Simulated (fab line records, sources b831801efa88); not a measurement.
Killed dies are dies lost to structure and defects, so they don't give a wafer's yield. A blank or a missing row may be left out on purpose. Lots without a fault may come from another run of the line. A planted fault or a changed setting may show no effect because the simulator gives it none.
Which tool did it? | flow sky130 | 14 lots, 42 wafers sampled, at 4 steps of a route of 708

WHAT THE GAUGES READ, wafer by wafer
The record holds no reading of a measuring or inspecting step that can be judged against a usual standard deviation.

WHICH TOOL RAN EACH LOT (tool, then ch and the chambers of the sampled wafers, then the start)
lot  | SKY_VIA2_ETCH_15                   | SKY_VIA2_CMP_24               | SKY_METAL3_SPUTTER_01        | SKY_CAPM_CVD_00
L457 | rie_diel-04 ch 0,2,3, day 36 19:16 | cmp-02 ch 0,2,3, day 36 20:26 | pvd_sputter-04, day 36 20:40 | pecvd-04 ch 0,1,2, day 36 20:47
L458 | rie_diel-04 ch 2,3, day 36 20:31   | cmp-01 ch 0,1,2, day 36 21:43 | pvd_sputter-01, day 36 21:53 | pecvd-04 ch 0,2, day 36 22:01
L459 | rie_diel-03 ch 1,2,3, day 37 08:43 | cmp-01 ch 1,2,3, day 37 09:47 | pvd_sputter-02, day 37 10:06 | pecvd-02 ch 0,2, day 37 10:14
L460 | rie_diel-04 ch 0,1, day 37 12:01   | cmp-02 ch 1,2, day 37 13:05   | pvd_sputter-04, day 37 13:22 | pecvd-04 ch 0,2, day 37 13:30
L461 | rie_diel-04 ch 0,1,3, day 37 19:55 | cmp-01 ch 0,1,3, day 37 20:57 | pvd_sputter-01, day 37 21:16 | pecvd-04 ch 1,2, day 37 21:25
L462 | rie_diel-03 ch 0,1,3, day 38 05:01 | cmp-01 ch 1,3, day 38 06:05   | pvd_sputter-01, day 38 06:22 | pecvd-03 ch 1,2, day 38 06:29
L464 | rie_diel-04 ch 1,2, day 39 01:45   | cmp-01 ch 0,1,2, day 39 02:55 | pvd_sputter-02, day 39 03:08 | pecvd-03 ch 0,1,2, day 39 03:16
L469 | rie_diel-04 ch 0,1, day 40 09:28   | cmp-01 ch 2,3, day 40 10:43   | -                            | -
L470 | rie_diel-01 ch 1,2,3, day 40 22:49 | cmp-02 ch 1,2,3, day 41 00:01 | -                            | -
L474 | rie_diel-03 ch 0,2,3, day 41 20:46 | cmp-02 ch 0,2,3, day 41 21:56 | pvd_sputter-01, day 41 22:07 | pecvd-04 ch 0,2, day 41 22:15
L475 | rie_diel-01 ch 0,1,2, day 42 06:01 | cmp-02 ch 0,1,2, day 42 07:32 | pvd_sputter-02, day 42 07:46 | pecvd-04 ch 0,1,2, day 42 07:54
L478 | rie_diel-03 ch 0,1,2, day 42 23:52 | cmp-02 ch 0,1,2, day 43 01:24 | pvd_sputter-01, day 43 01:37 | pecvd-02 ch 0,2, day 43 01:45
L479 | rie_diel-03 ch 2,3, day 43 09:01   | cmp-01 ch 1,3, day 43 10:41   | pvd_sputter-01, day 43 10:57 | pecvd-02 ch 0,2, day 43 11:05
L480 | rie_diel-03 ch 1,2,3, day 43 12:16 | cmp-01 ch 0,2,3, day 43 13:23 | pvd_sputter-02, day 43 13:37 | pecvd-04 ch 0,2, day 43 13:44
- SKY_VIA2_ETCH_15: etches SiO2 in C4F8/O2/Ar, stops on TiN, target depth 546 nm, time 84 s.
- SKY_VIA2_CMP_24: polishes, stops on SiO2, t overpolish 18.95 s, target thk 0 nm.
- SKY_METAL3_SPUTTER_01: material TiN, target thk 20 nm, time 16.7 s.
- SKY_CAPM_CVD_00: deposits SiO2, target thk 15.5 nm.

WHAT THE TOOLS THEMSELVES READ (means of the sampled wafers that have a number; where no wafer has one, the mark that the record gives instead)
SKY_VIA2_ETCH_15. Usual: oes_product_au 0.940 a.u., standard deviation 0.0047.
lot  | tool        | oes_product_au (a.u.) | flag
L457 | rie_diel-04 | 0.943                 |
L458 | rie_diel-04 | 0.937                 |
L459 | rie_diel-03 | 0.945                 |
L460 | rie_diel-04 | 0.938                 |
L461 | rie_diel-04 | 0.937                 |
L462 | rie_diel-03 | 0.934                 |
L464 | rie_diel-04 | 0.938                 |
L469 | rie_diel-04 | 0.935                 |
L470 | rie_diel-01 | 0.938                 |
L474 | rie_diel-03 | 0.940                 |
L475 | rie_diel-01 | 0.944                 |
L478 | rie_diel-03 | 0.940                 |
L479 | rie_diel-03 | 0.937                 |
L480 | rie_diel-03 | 0.936                 |

SKY_VIA2_CMP_24. Usual: edge_zone_pressure_frac 1.000, standard deviation 0.0053; head_pressure_psi 3.500 psi, standard deviation 0.0076; motor_current_A 11.2 A, standard deviation 1.4; overpolish_run_s 18.950 s, standard deviation 0.0096; time_to_endpoint_s 103 s, standard deviation 3.7.
lot  | tool   | edge_zone_pressure_frac | head_pressure_psi (psi) | motor_current_A (A) | overpolish_run_s (s) | time_to_endpoint_s (s) | flag
L457 | cmp-02 | 0.997                   | 3.502                   | 10.1                | 18.950               | 103                    |
L458 | cmp-01 | 1.003                   | 3.495                   | 12.3                | 18.951               | 102                    |
L459 | cmp-01 | 1.003                   | 3.504                   | 12.0                | 18.950               | 104                    |
L460 | cmp-02 | 1.006                   | 3.498                   | 9.4                 | 18.955               | 105                    |
L461 | cmp-01 | 0.999                   | 3.490                   | 12.3                | 18.947               | 102                    |
L462 | cmp-01 | 1.002                   | 3.501                   | 11.8                | 18.948               | 98                     |
L464 | cmp-01 | 1.002                   | 3.498                   | 12.3                | 18.952               | 101                    |
L469 | cmp-01 | -                       | -                       | -                   | -                    | -                      | OFF
L470 | cmp-02 | -                       | -                       | -                   | -                    | -                      | OFF
L474 | cmp-02 | 1.001                   | 3.504                   | 9.9                 | 18.957               | 105                    |
L475 | cmp-02 | 1.002                   | 3.498                   | 8.9                 | 18.946               | 107                    |
L478 | cmp-02 | 1.000                   | 3.497                   | 9.4                 | 18.955               | 103                    |
L479 | cmp-01 | 0.995                   | 3.510                   | 11.7                | 18.957               | 106                    |
L480 | cmp-01 | 0.998                   | 3.508                   | 12.6                | 18.955               | 103                    |

SKY_METAL3_SPUTTER_01. Usual: throttle_valve_pct 29.9 %, standard deviation 1.1.
lot  | tool           | throttle_valve_pct (%) | flag
L457 | pvd_sputter-04 | 30.0                   |
L458 | pvd_sputter-01 | 30.4                   |
L459 | pvd_sputter-02 | 30.2                   |
L460 | pvd_sputter-04 | 31.3                   |
L461 | pvd_sputter-01 | 29.7                   |
L462 | pvd_sputter-01 | 29.7                   |
L464 | pvd_sputter-02 | 29.8                   |
L474 | pvd_sputter-01 | 29.2                   |
L475 | pvd_sputter-02 | 29.7                   |
L478 | pvd_sputter-01 | 29.7                   |
L479 | pvd_sputter-01 | 30.8                   |
L480 | pvd_sputter-02 | 29.2                   |

SKY_CAPM_CVD_00. Usual: heater_power_w 703 W, standard deviation 79.
lot  | tool     | heater_power_w (W) | flag
L457 | pecvd-04 | 723                |
L458 | pecvd-04 | 643                |
L459 | pecvd-02 | 714                |
L460 | pecvd-04 | 677                |
L461 | pecvd-04 | 705                |
L462 | pecvd-03 | 694                |
L464 | pecvd-03 | 786                |
L474 | pecvd-04 | 626                |
L475 | pecvd-04 | 703                |
L478 | pecvd-02 | 662                |
L479 | pecvd-02 | 673                |
L480 | pecvd-04 | 609                |

THE ANSWER, worked out from the rows above alone
Rule: a lot is off if the mean of its wafers that have a number lies more than 3 standard deviations from the usual mean. A lot without any number at a reading at which 4 lots or more have one is off too. The other lots that the step has rows for count as sound. The gauges are gone through in route order, then the tools' own readings, and for those a lot's mean is taken as printed above. The first step at which some lot is off is used, and at that step the reading that is off furthest; a lot without a number counts as furthest.
Off: L469, L470, at SKY_VIA2_CMP_24 (edge_zone_pressure_frac). Without a number there: L469, L470.
A tool fits if, at that step or a process step before it, it ran every lot that is off, and no sound lot after the first of them. None of those tried fits.

WHAT THE SIMULATOR HAD PUT IN
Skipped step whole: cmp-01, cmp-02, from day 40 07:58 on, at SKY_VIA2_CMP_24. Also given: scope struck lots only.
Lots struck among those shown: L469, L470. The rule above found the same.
